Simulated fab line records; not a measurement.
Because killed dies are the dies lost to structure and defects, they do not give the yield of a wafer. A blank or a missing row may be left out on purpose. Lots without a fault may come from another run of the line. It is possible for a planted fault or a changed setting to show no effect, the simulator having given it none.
fab line records	flow sky130
record: lots: 7	wafers: 21	lastDay: 50
route steps=708 shown LDD_N@245 LDD_P@255 LDD_HVN@267 LDD_HVP@278 LDD_LDN@302
lots that met no fault: taken from a fault-free run of the same line
startH: hours from the record's first day to the start of the lot's first wafer shown	waitH: how many hours have passed since the lot's step before this one	" the same as in the row above	L1.1+2: one row covering several wafers at once	- either no value or no given start	* or withheld: withheld	< > ~ a bound
route shown NAME@n: NAME is a module with steps in the file, n the number in the route of the first one	usual: mean and standard deviation over wafers with no fault	same: alike in all rows	chamber/n: place in a boat	sites: each site's reading	_std_site: how widely they spread, as a standard deviation	_edge_site: the outer-site mean with the inner-site mean subtracted	radiusMm: for every site, how far away it sits from the centre of the wafer	mask NAME#n: copy n	behind: tool/chamber where the wafer was last shaped	hold: why the lot went on hold/how many hours it stayed there/how the hold came to an end	device: the n, p or np transistor that did not switch	end of line: tests run on the same wafers once the route is complete	a step without rows: its recipe alone	killed: dies lost to structure and defects at the first sort, not the wafer's yield	map: a wafer's dies, marking killed ones x, the rest . and places with no die _
set.NAME: the setting the step ran with; set.NAME@STEP: the setting that earlier step ran with	model.NAME: the simulator's own value behind a step, which no gauge read
lots seen at some steps along the route; tables by step, rows by wafer
services: the hour from which a tool's chamber was out of use, counted from the record's first day as startH (under 0 if before that day), plus the number of hours and why
== steps ==
step: SKY_LDD_N_IMPLANT_08
recipe: species: As	energyKev: 20	doseCm2: 7.5e+13	tiltDeg: withheld	rotationDeg: 23
step: SKY_LDD_N_IMPLANT_09
recipe: species: As	energyKev: 20	doseCm2: 7.5e+13	tiltDeg: withheld	rotationDeg: 113
step: SKY_LDD_N_IMPLANT_10
recipe: species: As	energyKev: 20	doseCm2: 7.5e+13	tiltDeg: withheld	rotationDeg: 203
step: SKY_LDD_N_IMPLANT_11
recipe: species: As	energyKev: 20	doseCm2: 7.5e+13	tiltDeg: withheld	rotationDeg: 293
step: SKY_LDD_N_IMPLANT_12
recipe: species: BF2	energyKev: 50	doseCm2: 5e+12	tiltDeg: 30	rotationDeg: 0
step: SKY_LDD_N_IMPLANT_13
recipe: species: BF2	energyKev: 50	doseCm2: 5e+12	tiltDeg: 30	rotationDeg: 90
step: SKY_LDD_N_IMPLANT_14
recipe: species: BF2	energyKev: 50	doseCm2: 5e+12	tiltDeg: 30	rotationDeg: 180
step: SKY_LDD_N_IMPLANT_15
recipe: species: BF2	energyKev: 50	doseCm2: 5e+12	tiltDeg: 30	rotationDeg: 270
step: SKY_LDD_N_STRIP_16
recipe: chemistry: O2/N2	powerW: 1400	pressureMtorr: 1500	platenTempC: withheld	o2FlowSccm: 3000	n2FlowSccm: 300	overashFraction: 0.5
usual: drypumpMotorCurrentA: 6.0/0.42	oesProductAu: 0.408/0.0047	stripTimeToEndpointS: 4.314/0.014
lot.wafer	tool	chamber	startH	waitH	drypumpMotorCurrentA	oesProductAu	rfHoursCounterH	stripTimeToEndpointS
L689.3	plasmaAsher-03	1	423.46	0.1	5.3	0.407	-	4.325
L689.4	"	0	"	"	6.4	0.410	-	4.280
L689.5	"	0	"	"	6.4	0.413	-	4.291
L697.3	plasmaAsher-04	0	502.31	0.1	6.4	0.399	-	4.298
L697.5	"	0	"	"	6.4	0.411	-	4.309
L697.6	"	1	"	"	6.5	0.406	-	4.315
L702.2	plasmaAsher-01	0	541.21	0.1	5.8	0.412	12	4.315
L702.3	"	1	"	"	5.9	0.407	-	4.331
L702.4	"	0	"	"	5.8	0.408	-	4.323
L703.1	plasmaAsher-03	1	550.36	0.1	5.3	0.413	71	4.313
L703.3	"	1	"	"	5.3	0.405	-	4.311
L703.5	"	1	"	"	5.3	0.413	-	4.323
L704.2	plasmaAsher-01	1	557.82	0.1	5.9	0.404	13	4.311
L704.3	"	0	"	"	5.7	0.416	-	4.313
L704.6	"	0	"	"	5.7	0.399	-	4.326
L705.4	plasmaAsher-03	0	564.49	0.1	6.4	0.408	-	4.310
L705.5	"	0	"	"	6.4	0.405	-	4.302
L705.6	"	1	"	"	5.3	0.413	-	4.303
L708.2	plasmaAsher-01	0	585.51	0.1	5.8	0.405	16	4.327
L708.3	"	0	"	"	5.8	0.405	-	4.329
L708.5	"	1	"	"	6.0	0.405	-	4.331
step: SKY_LDD_N_TW_MEAS_17
usual: LDD_N_TW: 2582/14
lot.wafer	tool	chamber	startH	waitH	LDD_N_TW
L689.3	filmMetro-03	-	423.55	0.1	2593
L689.4	"	-	"	"	2595
L689.5	"	-	"	"	2600
L697.3	filmMetro-02	-	502.40	0.1	2576
L697.5	"	-	"	"	2578
L697.6	"	-	"	"	2581
L702.2	filmMetro-01	-	541.32	0.1	2559
L702.3	"	-	"	"	2563
L702.4	"	-	"	"	2566
L703.1	filmMetro-02	-	550.46	0.1	2556
L703.3	"	-	"	"	2554
L703.5	"	-	"	"	2555
L704.2	filmMetro-03	-	557.93	0.1	2592
L704.3	"	-	"	"	2580
L704.6	"	-	"	"	2590
L705.4	filmMetro-03	-	564.59	0.1	2597
L705.5	"	-	"	"	2587
L705.6	"	-	"	"	2593
L708.2	filmMetro-02	-	585.62	0.1	2570
L708.3	"	-	"	"	2576
L708.5	"	-	"	"	2567
step: SKY_LDD_P_DEHYDRATE_00
recipe: tempC: 200	timeS: 60
step: SKY_LDD_P_HMDS_01
recipe: primeTimeS: 60	primeTempC: 120
step: SKY_LDD_P_COAT_02
recipe: resist: NOVOLAK	spinRpm: 3000	resistThkNm: 1140
usual: chillPlateTempC: 23.01/0.1	dispensePressureKPa: 51/5.2
lot.wafer	tool	chamber	startH	waitH	chillPlateTempC	dispensePressureKPa
L689.3	lithoTrack-01	0	438.99	0.1	22.94	57
L689.4	"	0	"	"	23.17	57
L689.5	"	0	"	"	23.05	57
L697.3	lithoTrack-04	0	516.20	0.1	22.98	46
L697.5	"	0	"	"	23.17	46
L697.6	"	0	"	"	23.07	46
L702.2	lithoTrack-04	-	555.48	0.1	-	-
L702.3	"	-	"	"	-	-
L702.4	"	-	"	"	-	-
L703.1	lithoTrack-01	-	564.64	0.1	-	-
L703.3	"	-	"	"	-	-
L703.5	"	-	"	"	-	-
L704.2	lithoTrack-01	-	572.16	0.1	-	-
L704.3	"	-	"	"	-	-
L704.6	"	-	"	"	-	-
L705.4	lithoTrack-01	0	578.56	0.1	22.96	57
L705.5	"	0	"	"	23.01	57
L705.6	"	0	"	"	22.88	57
L708.2	lithoTrack-04	0	600.23	0.1	23.04	46
L708.3	"	0	"	"	22.97	46
L708.5	"	0	"	"	23.19	46
step: SKY_LDD_P_SOFTBAKE_03
recipe: tempC: 90	timeS: 60	resist: NOVOLAK
step: SKY_LDD_P_EXPOSE_04
recipe: maskId: PSDM	na: 0.6	sourceShape: conventional	sigmaOuter: 0.6	polarization: unpolarized	targetCdNm: 380	doseMj: 138
step: SKY_LDD_P_PEB_05
recipe: tempC: withheld	timeS: *	resist: NOVOLAK
step: SKY_LDD_P_DEVELOP_06
recipe: resist: NOVOLAK	developer: TMAH	developTimeS: 60	devTempC: 22.23
step: SKY_LDD_P_CD_MEAS_07
recipe: targetCdNm: 380
usual: cdNm: 380.5/2.9
lot.wafer	tool	chamber	startH	waitH	cdNm
L689.3	cdSem-01	-	454.19	0.1	377.6
L689.4	"	-	"	"	381.3
L689.5	"	-	"	"	380.4
L697.3	cdSem-01	-	532.08	0.1	383.4
L697.5	"	-	"	"	382.6
L697.6	"	-	"	"	384.3
L702.2	cdSem-01	-	570.67	0.1	-
L702.3	"	-	"	"	-
L702.4	"	-	"	"	-
L703.1	cdSem-02	-	579.15	0.1	-
L703.3	"	-	"	"	-
L703.5	"	-	"	"	-
L704.2	cdSem-02	-	587.17	0.1	-
L704.3	"	-	"	"	-
L704.6	"	-	"	"	-
L705.4	cdSem-02	-	593.30	0.1	379.4
L705.5	"	-	"	"	375.8
L705.6	"	-	"	"	379.7
L708.2	cdSem-02	-	614.21	0.1	383.7
L708.3	"	-	"	"	387.1
L708.5	"	-	"	"	385.9
step: SKY_LDD_P_OVL_MEAS_08
usual: LDD_P_OVL: -0.3/1.3
lot.wafer	tool	chamber	startH	waitH	LDD_P_OVL[nm]
L689.3	overlay-02	-	454.28	0.1	-0.8
L689.4	"	-	"	"	0.1
L689.5	"	-	"	"	-0.2
L697.3	overlay-01	-	532.17	0.1	-0.2
L697.5	"	-	"	"	1.3
L697.6	"	-	"	"	-0.2
L702.2	overlay-01	-	570.78	0.1	-
L702.3	"	-	"	"	-
L702.4	"	-	"	"	-
L703.1	overlay-01	-	579.27	0.1	-
L703.3	"	-	"	"	-
L703.5	"	-	"	"	-
L704.2	overlay-02	-	587.28	0.1	-
L704.3	"	-	"	"	-
L704.6	"	-	"	"	-
L705.4	overlay-01	-	593.38	0.1	0.9
L705.5	"	-	"	"	1.6
L705.6	"	-	"	"	0.4
L708.2	overlay-02	-	614.31	0.1	1.1
L708.3	"	-	"	"	-0.2
L708.5	"	-	"	"	1.9
step: SKY_LDD_P_IMPLANT_09
recipe: species: BF2	energyKev: 25	doseCm2: 1e+13	tiltDeg: withheld
step: SKY_LDD_P_STRIP_10
recipe: chemistry: O2/N2	powerW: 1400	pressureMtorr: 1500	platenTempC: withheld	o2FlowSccm: 3000	n2FlowSccm: 300	overashFraction: 0.5
usual: drypumpMotorCurrentA: 6.0/0.5	oesProductAu: 0.715/0.0044	stripTimeToEndpointS: 14.20/0.036
lot.wafer	tool	chamber	startH	waitH	drypumpMotorCurrentA	oesProductAu	rfHoursCounterH	stripTimeToEndpointS
L689.3	plasmaAsher-04	1	454.49	0.1	6.5	0.718	-	14.15
L689.4	"	0	"	"	6.4	0.708	-	14.14
L689.5	"	1	"	"	6.5	0.710	-	14.16
L697.3	plasmaAsher-02	1	532.38	0.1	5.7	0.724	-	14.19
L697.5	"	1	"	"	5.7	0.710	-	14.16
L697.6	"	0	"	"	5.4	0.715	-	14.17
L702.2	plasmaAsher-02	0	570.96	0.1	5.4	-	46	-
L702.3	"	0	"	"	5.4	-	-	-
L702.4	"	1	"	"	5.7	-	-	-
L703.1	plasmaAsher-04	0	579.46	0.1	6.4	-	91	-
L703.3	"	0	"	"	6.4	-	-	-
L703.5	"	0	"	"	6.4	-	-	-
L704.2	plasmaAsher-03	0	587.46	0.1	6.4	-	75	-
L704.3	"	0	"	"	6.4	-	-	-
L704.6	"	1	"	"	5.3	-	-	-
L705.4	plasmaAsher-04	0	593.58	0.1	6.4	0.719	-	14.15
L705.5	"	1	"	"	6.5	0.721	-	14.15
L705.6	"	0	"	"	6.4	0.721	-	14.17
L708.2	plasmaAsher-03	1	614.49	0.1	5.3	0.712	79	14.17
L708.3	"	0	"	"	6.4	0.721	-	14.23
L708.5	"	1	"	"	5.3	0.706	-	14.20
step: SKY_LDD_P_TW_MEAS_11
usual: LDD_P_TW: 636/4
lot.wafer	tool	chamber	startH	waitH	LDD_P_TW
L689.3	filmMetro-04	-	454.58	0.1	631
L689.4	"	-	"	"	630
L689.5	"	-	"	"	628
L697.3	filmMetro-01	-	532.46	0.1	634
L697.5	"	-	"	"	633
L697.6	"	-	"	"	632
L702.2	filmMetro-01	-	571.07	0.1	635
L702.3	"	-	"	"	633
L702.4	"	-	"	"	634
L703.1	filmMetro-03	-	579.56	0.1	640
L703.3	"	-	"	"	640
L703.5	"	-	"	"	639
L704.2	filmMetro-03	-	587.57	0.1	639
L704.3	"	-	"	"	639
L704.6	"	-	"	"	640
L705.4	filmMetro-01	-	593.67	0.1	636
L705.5	"	-	"	"	635
L705.6	"	-	"	"	637
L708.2	filmMetro-03	-	614.60	0.1	641
L708.3	"	-	"	"	641
L708.5	"	-	"	"	639
step: SKY_LDD_HVN_DEHYDRATE_00
recipe: tempC: 200	timeS: 60
step: SKY_LDD_HVN_HMDS_01
recipe: primeTimeS: 60	primeTempC: 120
step: SKY_LDD_HVN_COAT_02
recipe: resist: NOVOLAK	spinRpm: 3000	resistThkNm: 300
step: SKY_LDD_HVN_SOFTBAKE_03
recipe: tempC: 90	timeS: 60	resist: NOVOLAK
step: SKY_LDD_HVN_EXPOSE_04
recipe: maskId: HVNTM	na: 0.6	sourceShape: conventional	sigmaOuter: 0.6	polarization: unpolarized	targetCdNm: 700	doseMj: 127
step: SKY_LDD_HVN_PEB_05
recipe: tempC: withheld	timeS: *	resist: NOVOLAK
step: SKY_LDD_HVN_DEVELOP_06
recipe: resist: NOVOLAK	developer: TMAH	developTimeS: 60	devTempC: 23
step: SKY_LDD_HVN_OVL_MEAS_07
usual: LDD_HVN_OVL: -1.1/1.4
lot.wafer	tool	chamber	startH	waitH	LDD_HVN_OVL[nm]
L689.3	overlay-02	-	484.85	0.1	1.2
L689.4	"	-	"	"	-0.8
L689.5	"	-	"	"	0.8
L697.3	overlay-01	-	562.22	0.1	-2.8
L697.5	"	-	"	"	-0.7
L697.6	"	-	"	"	-2.1
L702.2	overlay-02	-	599.89	0.1	-1.8
L702.3	"	-	"	"	-1.4
L702.4	"	-	"	"	0.2
L703.1	overlay-02	-	608.35	0.1	-0.6
L703.3	"	-	"	"	-1.6
L703.5	"	-	"	"	-1.5
L704.2	overlay-02	-	616.13	0.1	-0.1
L704.3	"	-	"	"	-0.6
L704.6	"	-	"	"	-2.0
L705.4	overlay-02	-	621.97	0.1	-1.7
L705.5	"	-	"	"	-1.9
L705.6	"	-	"	"	-1.9
L708.2	overlay-02	-	643.31	0.1	-1.1
L708.3	"	-	"	"	1.0
L708.5	"	-	"	"	2.0
step: SKY_LDD_HVN_IMPLANT_08
recipe: species: P	energyKev: 60	doseCm2: 3e+13	tiltDeg: 40
step: SKY_LDD_HVN_STRIP_09
recipe: chemistry: O2/N2	powerW: 1400	pressureMtorr: 1500	platenTempC: withheld	o2FlowSccm: 3000	n2FlowSccm: 300	overashFraction: 0.5
usual: drypumpMotorCurrentA: 5.8/0.41	oesProductAu: 0.408/0.0044	stripTimeToEndpointS: 4.136/0.014
lot.wafer	tool	chamber	startH	waitH	drypumpMotorCurrentA	oesProductAu	rfHoursCounterH	stripTimeToEndpointS
L689.3	plasmaAsher-03	1	485.06	0.1	5.3	0.413	-	4.136
L689.4	"	0	"	"	6.4	0.412	-	4.125
L689.5	"	0	"	"	6.4	0.409	-	4.132
L697.3	plasmaAsher-03	0	562.42	0.1	6.3	0.411	-	4.151
L697.5	"	1	"	"	5.3	0.411	-	4.134
L697.6	"	0	"	"	6.4	0.408	-	4.146
L702.2	plasmaAsher-03	0	600.07	0.1	6.4	0.404	77	4.111
L702.3	"	1	"	"	5.3	0.407	-	4.118
L702.4	"	0	"	"	6.4	0.416	-	4.126
L703.1	plasmaAsher-03	1	608.54	0.1	5.3	0.405	78	4.134
L703.3	"	0	"	"	6.4	0.406	-	4.131
L703.5	"	0	"	"	6.4	0.400	-	4.146
L704.2	plasmaAsher-01	1	616.31	0.1	5.9	0.403	20	4.177
L704.3	"	0	"	"	5.8	0.411	-	4.158
L704.6	"	1	"	"	5.9	0.414	-	4.165
L705.4	plasmaAsher-03	0	622.17	0.1	6.4	0.409	-	4.107
L705.5	"	0	"	"	6.4	0.422	-	4.130
L705.6	"	1	"	"	5.3	0.412	-	4.118
L708.2	plasmaAsher-03	1	643.49	0.1	5.3	0.406	83	4.140
L708.3	"	1	"	"	5.3	0.407	-	4.143
L708.5	"	1	"	"	5.3	0.402	-	4.142
step: SKY_LDD_HVN_TW_MEAS_10
usual: LDD_HVN_TW: 1431/8.5
lot.wafer	tool	chamber	startH	waitH	LDD_HVN_TW
L689.3	filmMetro-01	-	485.15	0.1	1441
L689.4	"	-	"	"	1445
L689.5	"	-	"	"	1441
L697.3	filmMetro-02	-	562.51	0.1	1437
L697.5	"	-	"	"	1440
L697.6	"	-	"	"	1437
L702.2	filmMetro-02	-	600.18	0.1	1482
L702.3	"	-	"	"	1480
L702.4	"	-	"	"	1479
L703.1	filmMetro-01	-	608.64	0.1	1462
L703.3	"	-	"	"	1468
L703.5	"	-	"	"	1464
L704.2	filmMetro-04	-	616.42	0.1	1459
L704.3	"	-	"	"	1466
L704.6	"	-	"	"	1462
L705.4	filmMetro-02	-	622.27	0.1	1441
L705.5	"	-	"	"	1441
L705.6	"	-	"	"	1445
L708.2	filmMetro-01	-	643.60	0.1	1436
L708.3	"	-	"	"	1438
L708.5	"	-	"	"	1427
step: SKY_LDD_HVP_DEHYDRATE_00
recipe: tempC: 200	timeS: 60
step: SKY_LDD_HVP_HMDS_01
recipe: primeTimeS: 60	primeTempC: 120
step: SKY_LDD_HVP_COAT_02
recipe: resist: NOVOLAK	spinRpm: 3000	resistThkNm: 300
step: SKY_LDD_HVP_SOFTBAKE_03
recipe: tempC: 90	timeS: 60	resist: NOVOLAK
step: SKY_LDD_HVP_EXPOSE_04
recipe: maskId: HVPTM	na: 0.6	sourceShape: conventional	sigmaOuter: 0.6	polarization: unpolarized	targetCdNm: 700	doseMj: 86
step: SKY_LDD_HVP_PEB_05
recipe: tempC: withheld	timeS: *	resist: NOVOLAK
step: SKY_LDD_HVP_DEVELOP_06
recipe: resist: NOVOLAK	developer: TMAH	developTimeS: 60	devTempC: 23
step: SKY_LDD_HVP_OVL_MEAS_07
usual: LDD_HVP_OVL: -0.9/1.6
lot.wafer	tool	chamber	startH	waitH	LDD_HVP_OVL[nm]
L689.3	overlay-01	-	515.21	0.1	-5.4
L689.4	"	-	"	"	-3.5
L689.5	"	-	"	"	-1.1
L697.3	overlay-01	-	591.31	0.1	1.2
L697.5	"	-	"	"	0.5
L697.6	"	-	"	"	-0.1
L702.2	overlay-01	-	628.18	0.1	-2.6
L702.3	"	-	"	"	-3.5
L702.4	"	-	"	"	-2.4
L703.1	overlay-01	-	637.10	0.1	0.7
L703.3	"	-	"	"	0.6
L703.5	"	-	"	"	0.7
L704.2	overlay-01	-	644.81	0.1	-1.8
L704.3	"	-	"	"	0.8
L704.6	"	-	"	"	-0.6
L705.4	overlay-02	-	650.22	0.1	-2.2
L705.5	"	-	"	"	-2.2
L705.6	"	-	"	"	-2.7
L708.2	overlay-01	-	671.46	0.1	-0.8
L708.3	"	-	"	"	-0.9
L708.5	"	-	"	"	-0.8
step: SKY_LDD_HVP_IMPLANT_08
recipe: species: B	energyKev: 20	doseCm2: 1.7e+13	tiltDeg: 17.9
step: SKY_LDD_HVP_TW_MEAS_10
usual: LDD_HVP_TW: 456/3.4
lot.wafer	tool	chamber	startH	waitH	LDD_HVP_TW
L689.3	filmMetro-02	-	515.51	0.1	457
L689.4	"	-	"	"	456
L689.5	"	-	"	"	454
L697.3	filmMetro-03	-	591.61	0.1	461
L697.5	"	-	"	"	458
L697.6	"	-	"	"	457
L702.2	filmMetro-04	-	628.47	0.1	693
L702.3	"	-	"	"	691
L702.4	"	-	"	"	689
L703.1	filmMetro-02	-	637.39	0.1	691
L703.3	"	-	"	"	694
L703.5	"	-	"	"	693
L704.2	filmMetro-04	-	645.10	0.1	692
L704.3	"	-	"	"	694
L704.6	"	-	"	"	694
L705.4	filmMetro-04	-	650.52	0.1	451
L705.5	"	-	"	"	451
L705.6	"	-	"	"	450
L708.2	filmMetro-04	-	671.75	0.1	454
L708.3	"	-	"	"	452
L708.5	"	-	"	"	451
step: SKY_LDD_LDN_TW_MEAS_13
usual: LDD_LDN_TW: 1479/10
lot.wafer	tool	chamber	startH	waitH	LDD_LDN_TW
L689.3	filmMetro-02	-	545.59	0.1	1465
L689.4	"	-	"	"	1471
L689.5	"	-	"	"	1471
L697.3	filmMetro-03	-	621.33	0.1	1489
L697.5	"	-	"	"	1487
L697.6	"	-	"	"	1485
L702.2	filmMetro-02	-	656.98	0.1	1503
L702.3	"	-	"	"	1500
L702.4	"	-	"	"	1512
L703.1	filmMetro-01	-	666.32	0.1	1512
L703.3	"	-	"	"	1519
L703.5	"	-	"	"	1509
L704.2	filmMetro-01	-	677.46	0.1	1504
L704.3	"	-	"	"	1503
L704.6	"	-	"	"	1507
L705.4	filmMetro-01	-	679.05	0.1	1470
L705.5	"	-	"	"	1477
L705.6	"	-	"	"	1481
L708.2	filmMetro-03	-	699.80	0.1	1485
L708.3	"	-	"	"	1495
L708.5	"	-	"	"	1476
== services ==
tool	chamber	startH	hours	kind
plasmaAsher-01	-	421.31	9.0	pm
plasmaAsher-01	0	421.31	9.0	ventCycle
plasmaAsher-01	1	421.31	9.0	ventCycle
plasmaAsher-01	0	430.31	-	clean
plasmaAsher-01	1	430.31	-	clean
plasmaAsher-02	-	446.53	1.2	repair
plasmaAsher-03	-	519.73	14.6	pm
plasmaAsher-04	-	536.58	4.3	pm
plasmaAsher-02	-	581.46	103.8	repair
== key ==
firstSign: step: SKY_LDD_P_COAT_02	reading: toolRecord	direction: missing
effect: step: SKY_LDD_P_CD_MEAS_07	reading: cdNm	direction: missing
effect: step: SKY_LDD_P_OVL_MEAS_08	reading: LDD_P_OVL	direction: missing
effect: step: SKY_LDD_HVN_TW_MEAS_10	reading: LDD_HVN_TW	direction: up	sigmas: 4.5	usual: 1431	struck: 1469
effect: step: SKY_LDD_HVP_TW_MEAS_10	reading: LDD_HVP_TW	direction: up	sigmas: 70	usual: 456	struck: 692
effect: step: SKY_LDD_LDN_TW_MEAS_13	reading: LDD_LDN_TW	direction: up	sigmas: 2.8	usual: 1479	struck: 1508
metAt SKY_LDD_P_COAT_02
struckWafers L702.2,L702.3,L702.4,L703.1,L703.3,L703.5,L704.2,L704.3,L704.6
sortLeftOut L702.2,L702.3,L702.4,L703.1,L703.3,L703.5,L704.2,L704.3,L704.6
testerLeftOut L702,L703,L704
onsetBetween 516.20 555.48
fault: kind: skippedStepWhole	tool: lithoTrack-01,lithoTrack-04	chamber: -	onsetH: 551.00	steps: SKY_LDD_P_COAT_02	scope: struckLotsOnly
testerLeftOut: of these lots the tester's yield and bins aren't shown, on N5 and GAA mostly nor the transistor test; their killed dies are dies lost to structure and defects alone, not to doping, threshold or leakage, so they don't give the yield
sortLeftOut: the simulated sort isn't trusted on such a fault, so these wafers' sort isn't shown, and their yield isn't known
